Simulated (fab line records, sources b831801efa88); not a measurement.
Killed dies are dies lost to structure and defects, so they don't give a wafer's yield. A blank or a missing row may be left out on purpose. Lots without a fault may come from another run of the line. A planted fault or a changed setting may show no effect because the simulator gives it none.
A struck lot beside a sound one | flow gf180mcu | 17 steps out of a route of 602
Sound: wafers L772.1, L772.2, L772.3. Struck: wafer L786.3. (L786.5 of the same lot was not struck and is left out.) The cause comes at the end.
At each step with rows: each side's tool, then ch and its chambers, then its first start. Under that, the readings that differ: sound wafers | struck wafers | difference of the means | sigmas: that difference in standard deviations of wafers without a fault.
alike: readings whose means differ by less than 2 such deviations, and words and numbers that are the same on both sides. not compared: withheld readings, readings that some wafer has no value for, bounds like >300 that may hide the same value, and numbers for which the record gives no deviation and whose values overlap.
The two part at a step that has a row with sigmas, a row that says differs or no value, or rows on one side only. Numbers that don't overlap but have no deviation are shown without sigmas and don't part them. A reading that every wafer of one side lacks parts them only if that side has two wafers or more.

first, 4 steps without rows for these wafers: GF_M3_SOFTBAKE_10 (time 60 s); GF_M3_EXPOSE_11 (exposes mask Metal3, target cd 280 nm); GF_M3_PEB_12 (peb time 90 s); GF_M3_DEVELOP_13 (develop time 60 s).
GF_M3_CD_MEAS_14: target cd 280 nm.
  sound on cd_sem-02, day 21 01:50; struck on cd_sem-01, day 26 17:13
  alike: cd_nm
GF_M3_OVL_MEAS_15:
  sound on overlay-02, day 21 01:57; struck on overlay-02, day 26 17:18
  alike: M3_OVL
GF_M3_METAL_ETCH_16: etches the open film in Cl2/BCl3, stops on SiO2, target depth 750.8 nm, time 125.1 s.
  sound on rie_metal-02 ch 0,1, day 21 01:59; struck on rie_metal-04 ch 1, day 26 17:22
  alike: drypump_motor_current_A, oes_product_au, throttle_valve_pct
  not compared: rf_hours_counter_h
GF_M3_STRIP_17: strips in O2/N2.
  sound on plasma_asher-01 ch 0,1, day 21 02:07; struck on plasma_asher-03 ch 0, day 26 17:29
  alike: drypump_motor_current_A, heater_power_w, oes_product_au, strip_time_to_endpoint_s
  not compared: rf_hours_counter_h
then, 3 steps without rows for these wafers: GF_M3_STRIP_18 (strips in post etch residue remover, time 1200 s); GF_M3_CLEAN_19 (cleans in DIW); GF_V3_CVD_00 (deposits SiO2, target thk 600 nm, time 100 s).
GF_V3_THK_MEAS_01:
  sound on film_metro-02, day 21 02:46; struck on film_metro-04, day 26 18:05
  reading            | sound       | struck | difference | sigmas
  V3_CVD_00_THK (nm) | 591 575 603 | 606    | +16        | +2
GF_V3_CVD_02: deposits SiO2 from TEOS, target thk 850 nm, time 94.851 s.
  sound on pecvd-02 ch 0,1,2, day 21 02:49; struck on pecvd-02 ch 0, day 26 18:07
  reading                             | sound             | struck | difference | sigmas
  model.SiO2_of_V3_CVD_02.thk_nm (nm) | 836.1 832.9 861.2 | 906.5  | +63.1      |
  alike: heater_power_w
GF_V3_THK_MEAS_03:
  sound on film_metro-04, day 21 02:53; struck on film_metro-01, day 26 18:13
  reading            | sound       | struck | difference | sigmas
  V3_CVD_02_THK (nm) | 836 833 861 | 907    | +64        | +4
GF_V3_CMP_04: polishes SiO2.
  sound on cmp-01 ch 0,2,3, day 21 02:57; struck on cmp-01 ch 1, day 26 18:15
  reading                | sound    | struck | difference | sigmas
  time_to_endpoint_s (s) | 78 78 87 | 99     | +18        | +3
  alike: motor_current_A
GF_V3_BOW_MEAS_05:
  sound on film_metro-04, day 21 03:15; struck on film_metro-01, day 26 18:35
  alike: V3_BOW
then, 1 step without rows for these wafers: GF_PASSIVATION_PROBE_99.

WHERE THEY PART
First at GF_V3_THK_MEAS_01; last, within this record, at GF_V3_CMP_04. Later steps at which nothing parts them and some readings are alike: GF_V3_BOW_MEAS_05.

WHY: what the simulator had put in
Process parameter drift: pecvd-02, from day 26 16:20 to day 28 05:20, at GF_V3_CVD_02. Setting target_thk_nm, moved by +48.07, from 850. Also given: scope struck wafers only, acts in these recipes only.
